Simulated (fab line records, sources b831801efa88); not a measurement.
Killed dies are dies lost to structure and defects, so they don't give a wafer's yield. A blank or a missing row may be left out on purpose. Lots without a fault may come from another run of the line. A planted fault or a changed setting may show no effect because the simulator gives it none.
fab line records | flow sky130
record lots=14 wafers=42 last_day=50
route steps=708 shown VT_ADJUST_LVTN@116
lots that met no fault: from a run of the same line without faults
start_h: hours from the record's first day to the start of the lot's first wafer shown | wait_h: hours since the lot's step before | " the same as in the row above | L1.1+2: a row that stands for several wafers | - no value, or no start given | * or withheld: withheld | < > ~ a bound
route shown NAME@n: a module of which the file shows steps, and the number in the route of the first | usual: mean/standard deviation of fault-free wafers | same: alike in all rows | chamber/n: place in a boat | sites: the reading at each site | _std_site: their standard deviation | _edge_site: outer sites' mean less inner sites' | radius_mm: how far each site lies from the wafer's centre | mask NAME#n: copy n | behind: the tool/chamber that last shaped the wafer | hold: why the lot was held/for how many hours/how that ended | device: the transistor (n, p or np) that didn't switch | end of line: the same wafers' tests at the end of the route | a step without rows: its recipe alone | killed: dies lost to structure and defects at the first sort, not the wafer's yield | map: a wafer's dies, x killed, . not, _ none there
set.NAME: the setting as run; set.NAME@STEP: as run at that earlier step | model.NAME: the simulator's own value behind a step, which no gauge read
steps of the route over a sample of lots; a table a step, a row a wafer
services: from which hour (start_h, from the record's first day; less than 0 if before it) a tool's chamber was out of use, for how many hours, and why
## steps
# step SKY_VT_ADJUST_LVTN_IMPLANT_19
# recipe species=B energy_kev=30 dose_cm2=6.5e+11 tilt_deg=withheld
# columns lot.wafer tool chamber start_h wait_h
L376.1+2+6 implanter-04 0 158.84 0.0
L377.2+3+6 implanter-02 0 163.81 0.0
L380.1+5+6 implanter-01 0 184.29 0.0
L380.1+5+6 implanter-01 0 184.61 0.3
L382.1+2+4 implanter-04 0 198.89 0.0
L383.4+5+6 implanter-02 0 201.04 0.1
L385.1+2+3 implanter-01 0 220.69 0.0
L385.1+2+3 implanter-01 0 221.00 0.3
L388.1+3+4 implanter-02 0 241.44 0.0
L391.1+3+5 implanter-01 0 263.94 0.0
L392.2+3+5 implanter-01 0 268.31 0.0
L394.2+3+5 implanter-01 0 281.29 0.0
L395.1+2+4 implanter-01 0 285.41 0.0
L396.1+2+6 implanter-04 0 299.24 0.0
L397.3+4+6 implanter-01 0 307.16 0.1
L399.1+3+4 implanter-04 0 319.94 0.0
# step SKY_VT_ADJUST_LVTN_TW_MEAS_21
# usual VT_ADJUST_LVTN_2_TW=187.3/2.8
# columns lot.wafer tool chamber start_h wait_h VT_ADJUST_LVTN_2_TW
L376.1 film_metro-02 - 159.09 0.1 186.1
L376.2 " - " " 186.3
L376.6 " - " " 185.5
L377.2 film_metro-04 - 164.05 0.1 190.5
L377.3 " - " " 190.8
L377.6 " - " " 190.3
L380.1 film_metro-01 - 184.86 0.1 224.1
L380.5 " - " " 224.6
L380.6 " - " " 223.5
L382.1 film_metro-02 - 199.14 0.1 185.2
L382.2 " - " " 184.0
L382.4 " - " " 184.9
L383.4 film_metro-02 - 201.24 0.1 184.4
L383.5 " - " " 184.5
L383.6 " - " " 183.9
L385.1 film_metro-04 - 221.25 0.1 231.3
L385.2 " - " " 230.8
L385.3 " - " " 231.2
L388.1 film_metro-01 - 241.69 0.1 185.4
L388.3 " - " " 185.5
L388.4 " - " " 185.5
L391.1 film_metro-04 - 264.19 0.1 191.6
L391.3 " - " " 192.3
L391.5 " - " " 192.8
L392.2 film_metro-02 - 268.55 0.1 185.7
L392.3 " - " " 187.1
L392.5 " - " " 186.5
L394.2 film_metro-02 - 281.52 0.1 187.4
L394.3 " - " " 186.9
L394.5 " - " " 187.4
L395.1 film_metro-02 - 285.66 0.1 186.6
L395.2 " - " " 187.9
L395.4 " - " " 185.9
L396.1 film_metro-02 - 299.49 0.1 185.3
L396.2 " - " " 186.8
L396.6 " - " " 184.8
L397.3 film_metro-04 - 307.38 0.1 190.1
L397.4 " - " " 190.4
L397.6 " - " " 190.4
L399.1 film_metro-01 - 320.19 0.1 185.6
L399.3 " - " " 184.6
L399.4 " - " " 185.3
## services
# columns tool chamber start_h hours kind
implanter-02 - 144.55 4.9 repair
implanter-02 - 157.28 3.1 repair
implanter-04 - 248.99 4.6 pm
implanter-04 - 291.88 7.2 repair
## key
first_sign step=SKY_VT_ADJUST_LVTN_IMPLANT_19 reading=visit direction=added
effect step=SKY_VT_ADJUST_LVTN_TW_MEAS_21 reading=VT_ADJUST_LVTN_2_TW direction=up sigmas=14 usual=187.3 struck=227.6
met_at SKY_VT_ADJUST_LVTN_IMPLANT_19
struck_lots L380,L385
tester_left_out L380,L385
fault kind=repeated_step_whole tool=implanter-01,implanter-02,implanter-04 chamber=- onset_h=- steps=SKY_VT_ADJUST_LVTN_IMPLANT_19 times=1 scope=struck_lots_only
# tester_left_out: of these lots the tester's yield and bins aren't shown, on N5 and GAA mostly nor the transistor test; their killed dies are dies lost to structure and defects alone, not to doping, threshold or leakage, so they don't give the yield
